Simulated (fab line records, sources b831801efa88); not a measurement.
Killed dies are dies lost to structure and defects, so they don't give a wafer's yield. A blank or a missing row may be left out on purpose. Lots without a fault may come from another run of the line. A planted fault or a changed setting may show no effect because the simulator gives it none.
Which tool did it? | flow sky130 | 14 lots, 42 wafers sampled, at 2 steps of a route of 708

WHAT THE GAUGES READ, wafer by wafer
SKY_VIA4_BOW_MEAS_03.
lot  | measured     | on            | VIA4_BOW (um)
L979 | day 41 10:38 | film_metro-04 | 64 70 68
L980 | day 42 00:21 | film_metro-02 | 74 100 79
L981 | day 42 14:05 | film_metro-04 | 74 78 72
L983 | day 43 01:31 | film_metro-04 | 85 79 77
L982 | day 43 02:50 | film_metro-03 | 77 87 82
L985 | day 43 17:47 | film_metro-02 | 59 86 75
L986 | day 43 21:44 | film_metro-03 | 75 65 67
L987 | day 44 02:51 | film_metro-03 | 91 81 89
L988 | day 44 09:06 | film_metro-03 | 87 77 69
L990 | day 45 03:23 | film_metro-03 | 148 137 151 - - -
L992 | day 45 08:39 | film_metro-02 | 148 139 120 - - -
L100 | day 47 15:46 | film_metro-03 | 89 77 73
L101 | day 47 22:13 | film_metro-02 | 85 80 85
L102 | day 48 04:57 | film_metro-03 | 69 63 81

WHICH TOOL RAN EACH LOT (tool, then ch and the chambers of the sampled wafers, then the start)
lot  | SKY_VIA4_CMP_02
L979 | cmp-01 ch 0,2,3, day 41 10:26
L980 | cmp-01 ch 0,1,2, day 42 00:06
L981 | cmp-01 ch 1,2, day 42 13:46
L983 | cmp-01 ch 0,3, day 43 01:13
L982 | cmp-02 ch 0,2,3, day 43 02:32
L985 | cmp-02 ch 2,3, day 43 17:32
L986 | cmp-02 ch 0,2, day 43 21:28
L987 | cmp-02 ch 0,1, day 44 02:32
L988 | cmp-01 ch 0,1, day 44 08:46
L990 | cmp-02 ch 1,2,3, day 45 03:06
L992 | cmp-01 ch 0,1,3, day 45 08:24
L100 | cmp-02 ch 0,1,3, day 47 15:28
L101 | cmp-01 ch 0,1,2, day 47 21:58
L102 | cmp-01 ch 0,1,2, day 48 04:39
- SKY_VIA4_CMP_02: polishes SiO2.

WHAT THE TOOLS THEMSELVES READ (means of the sampled wafers that have a number; where no wafer has one, the mark that the record gives instead)
SKY_VIA4_CMP_02.
lot  | tool   | edge_zone_pressure_frac | head_pressure_psi (psi) | motor_current_A (A)
L979 | cmp-01 | 1.004                   | 4.000                   | 11.6
L980 | cmp-01 | 1.000                   | 3.993                   | 11.8
L981 | cmp-01 | 0.998                   | 3.997                   | 12.0
L983 | cmp-01 | 0.998                   | 3.999                   | 11.1
L982 | cmp-02 | 0.997                   | 4.008                   | 12.4
L985 | cmp-02 | 0.994                   | 4.011                   | 12.2
L986 | cmp-02 | 1.001                   | 3.990                   | 11.8
L987 | cmp-02 | 1.007                   | 3.997                   | 11.4
L988 | cmp-01 | 1.005                   | 4.004                   | 11.7
L990 | cmp-02 | -                       | -                       | -
L992 | cmp-01 | -                       | -                       | -
L100 | cmp-02 | 0.998                   | 3.999                   | 11.9
L101 | cmp-01 | 0.999                   | 4.004                   | 11.7
L102 | cmp-01 | 1.001                   | 4.008                   | 12.1

THE ANSWER, worked out from the rows above alone
Rule: what is usual is taken from the lots themselves. Put in order of their means at a reading, lots are off if they are a third of the lots or fewer, leave a main group of 4 or more, and stand apart from it by a gap of 3 or more times the standard deviation of the main group's means; of several such gaps the widest counts. A main group whose means are all the same, to the digits that the tables above print for the reading, isn't used. A lot without any number at a reading at which 4 lots or more have one is off too. The other lots that the step has rows for count as sound. The gauges are gone through in route order, then the tools' own readings, and for those a lot's mean is taken as printed above. The first step at which some lot is off is used, and at that step the reading that is off furthest; a lot without a number counts as furthest.
Off: L990, L992, at SKY_VIA4_BOW_MEAS_03 (VIA4_BOW). The main group: mean 77 um, standard deviation 6.1.
A tool fits if, at a process step before that reading, it ran every lot that is off, and no sound lot after the first of them. The gauges at SKY_VIA4_BOW_MEAS_03 aren't tried: what is off there is off at SKY_VIA4_CMP_02 too, on other tools, and a gauge's error can't cause that. None of those tried fits.

WHAT THE SIMULATOR HAD PUT IN
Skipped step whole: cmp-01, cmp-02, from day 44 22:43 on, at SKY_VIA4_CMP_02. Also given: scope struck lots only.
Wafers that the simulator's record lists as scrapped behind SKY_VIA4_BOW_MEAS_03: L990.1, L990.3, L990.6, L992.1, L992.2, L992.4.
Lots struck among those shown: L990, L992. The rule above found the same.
